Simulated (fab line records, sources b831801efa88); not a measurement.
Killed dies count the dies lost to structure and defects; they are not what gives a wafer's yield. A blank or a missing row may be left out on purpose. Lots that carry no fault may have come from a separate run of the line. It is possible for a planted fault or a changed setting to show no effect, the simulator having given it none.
Comparing a struck lot with a sound one + flow sky130 + 18 steps out of a route of 708
Sound: the wafers L112.1, L112.2, L112.6. Wafers struck: L104.1, L104.4, L104.5. The cause is given at the end.
Per side, at each step with rows, come the tool, then ch with its chambers, and then its first start. Under that, the readings that differ: sound wafers + struck wafers + difference of the means + sigmas: that difference in standard deviations of wafers without a fault.
alike: same words and numbers on both sides, and readings whose means sit less than 2 such deviations apart. not compared: any withheld reading, any reading some wafer has no value for, any bound like >300 that may hide the same value, and any number with overlapping values for which the record gives no deviation.
The two part at a step that has a row with sigmas, a row that says differs or no value, or rows on one side only. Numbers that don't overlap but have no deviation are shown without sigmas and don't part them. A reading missing from all wafers of one side parts the sides only when that side holds two or more wafers.

first, 4 steps without rows for these wafers: SKY_LDD_HVP_SOFTBAKE_03 (time 60 s); SKY_LDD_HVP_EXPOSE_04 (exposes mask HVPTM, target cd 700 nm); SKY_LDD_HVP_PEB_05; SKY_LDD_HVP_DEVELOP_06 (develop time 60 s).
SKY_LDD_HVP_OVL_MEAS_07:
  sound on overlay-02, day 28 18:07; struck on overlay-02, day 25 22:46
  alike: LDD_HVP_OVL
next, for these wafers, 1 step has no rows: SKY_LDD_HVP_IMPLANT_08.
SKY_LDD_HVP_STRIP_09: strips in O2/N2.
  sound on plasma_asher-03 ch 0,1, day 28 18:18; struck on plasma_asher-03 ch 0,1, day 25 22:57
  alike: drypump_motor_current_A, oes_product_au, strip_time_to_endpoint_s
  not compared: rf_hours_counter_h
SKY_LDD_HVP_TW_MEAS_10:
  sound on film_metro-02, day 28 18:24; struck on film_metro-03, day 25 23:03
  alike: LDD_HVP_TW
then, 4 steps without rows for these wafers: SKY_LDD_LDN_DEHYDRATE_00 (time 60 s); SKY_LDD_LDN_HMDS_01 (prime time 60 s); SKY_LDD_LDN_COAT_02 (resist thk 1140 nm); SKY_LDD_LDN_SOFTBAKE_03 (time 60 s).
SKY_LDD_LDN_EXPOSE_04: exposes mask LDNTM, target cd 700 nm.
  sound on iline_stepper-01 ch 0, day 29 08:02; struck on iline_stepper-02 ch 0, day 26 13:44
| reading                         | sound                | struck            | difference | sigmas |
|---------------------------------|----------------------|-------------------|------------|--------|
| model.LDD_LDN.overlay_x_nm (nm) | 0.4443 0.4443 0.4443 | 113.6 113.6 113.6 | +113.2     |        |
  alike: mask, exposure_dose_mJ_cm2
then, 2 steps without rows for these wafers: SKY_LDD_LDN_PEB_05; SKY_LDD_LDN_DEVELOP_06 (develop time 60 s).
SKY_LDD_LDN_OVL_MEAS_07:
  sound on overlay-01, day 29 22:58; struck on overlay-01, day 27 04:07
| reading          | sound       | struck            | difference | sigmas |
|------------------|-------------|-------------------|------------|--------|
| LDD_LDN_OVL (nm) | 0.3 1.0 0.1 | 112.8 111.9 112.6 | +112.0     | +93    |
next, for these wafers, 1 step has no rows: SKY_LDD_LDN_IMPLANT_08.
-- record jumps: 22 days separate the struck wafers' starts on either side; left off in module LDD_LDN, taken up again in module PAD_OPEN, whose first shown step is the route's number 708 --
SKY_PAD_OPEN_PROBE_99:
  sound on prober-01, day 50 15:51; struck on prober-01, day 48 21:08
  alike: killed_at_M0_to_M3, killed_at_M4_up, killed_at_contacts, killed_at_front_end, killed_at_other, killed_dies, killed_on_rim, killed_open, killed_short

== WHERE THEY PART ==
Only at SKY_LDD_LDN_OVL_MEAS_07, as far as this record shows. Later steps at which nothing parts them and some readings are alike: SKY_PAD_OPEN_PROBE_99.

WHY: what the simulator had put in
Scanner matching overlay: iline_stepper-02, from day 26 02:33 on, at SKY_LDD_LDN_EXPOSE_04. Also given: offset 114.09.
